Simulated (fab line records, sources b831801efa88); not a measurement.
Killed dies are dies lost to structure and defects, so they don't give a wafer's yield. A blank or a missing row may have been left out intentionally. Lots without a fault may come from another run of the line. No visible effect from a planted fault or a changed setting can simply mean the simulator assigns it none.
Chamber matching || flow sky130 || rie-diel-04 running SKY_CONTACT_ETCH_17: 4 sister chambers
The step etches SiO2 in C4F8/O2/Ar, stops on Si3N4, target depth 340 nm. 8 wafers are shown with their chamber, then 7 later ones without.

== WAFERS PAIRED WITH THEIR CHAMBERS ==
{"wafer": "L923.5", "chamber": 0, "oes-product-au (a.u.)": 0.889}
{"wafer": "L924.3", "chamber": 0, "oes-product-au (a.u.)": 0.893}
{"wafer": "L932.6", "chamber": 1, "oes-product-au (a.u.)": 0.903}
{"wafer": "L937.2", "chamber": 3, "oes-product-au (a.u.)": 0.894}
{"wafer": "L937.4", "chamber": 1, "oes-product-au (a.u.)": 0.893}
{"wafer": "L937.6", "chamber": 3, "oes-product-au (a.u.)": 0.889}
{"wafer": "L939.4", "chamber": 2, "oes-product-au (a.u.)": 0.887}
{"wafer": "L939.5", "chamber": 2, "oes-product-au (a.u.)": 0.894}

== WAFERS WITHOUT THEIR CHAMBER ==
{"wafer": "L939.6", "oes-product-au (a.u.)": 0.900}
{"wafer": "L942.1", "oes-product-au (a.u.)": 0.900}
{"wafer": "L942.3", "oes-product-au (a.u.)": 0.893}
{"wafer": "L942.4", "oes-product-au (a.u.)": 0.892}
{"wafer": "L944.1", "oes-product-au (a.u.)": 0.891}
{"wafer": "L944.4", "oes-product-au (a.u.)": 0.892}
{"wafer": "L944.5", "oes-product-au (a.u.)": 0.894}

== WHICH CHAMBER EACH WENT THROUGH ==
{"wafer": "L939.6", "from the rows above": "can't be placed: 1 or 3 or 0 or 2", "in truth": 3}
{"wafer": "L942.1", "from the rows above": "can't be placed: 1 or 3 or 0 or 2", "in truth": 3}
{"wafer": "L942.3", "from the rows above": "can't be placed: 3 or 0 or 2 or 1", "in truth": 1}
{"wafer": "L942.4", "from the rows above": "can't be placed: 3 or 0 or 2 or 1", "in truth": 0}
{"wafer": "L944.1", "from the rows above": "can't be placed: 0 or 2 or 3 or 1", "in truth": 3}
{"wafer": "L944.4", "from the rows above": "can't be placed: 3 or 0 or 2 or 1", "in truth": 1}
{"wafer": "L944.5", "from the rows above": "can't be placed: 3 or 0 or 2 or 1", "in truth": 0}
0 of 7 placed correctly. Not placeable from these rows: 7 (in 7, the candidates include the true chamber). Wrongly placed: 0.
How it was worked out, from the rows above alone: a wafer's distance from a chamber is the root of the sum, over the readings, of the square of ((its reading less the chamber's mean) divided by the reading's scatter). If the next closest chamber is less than 2 further off than the closest, the wafer can't be placed; otherwise it belongs to the closest. A chamber's mean is the mean of its shown wafers. The scatter: take each reading less its chamber's mean, square it, sum over the shown wafers, divide by the number of wafers less the number of chambers, and take the root.
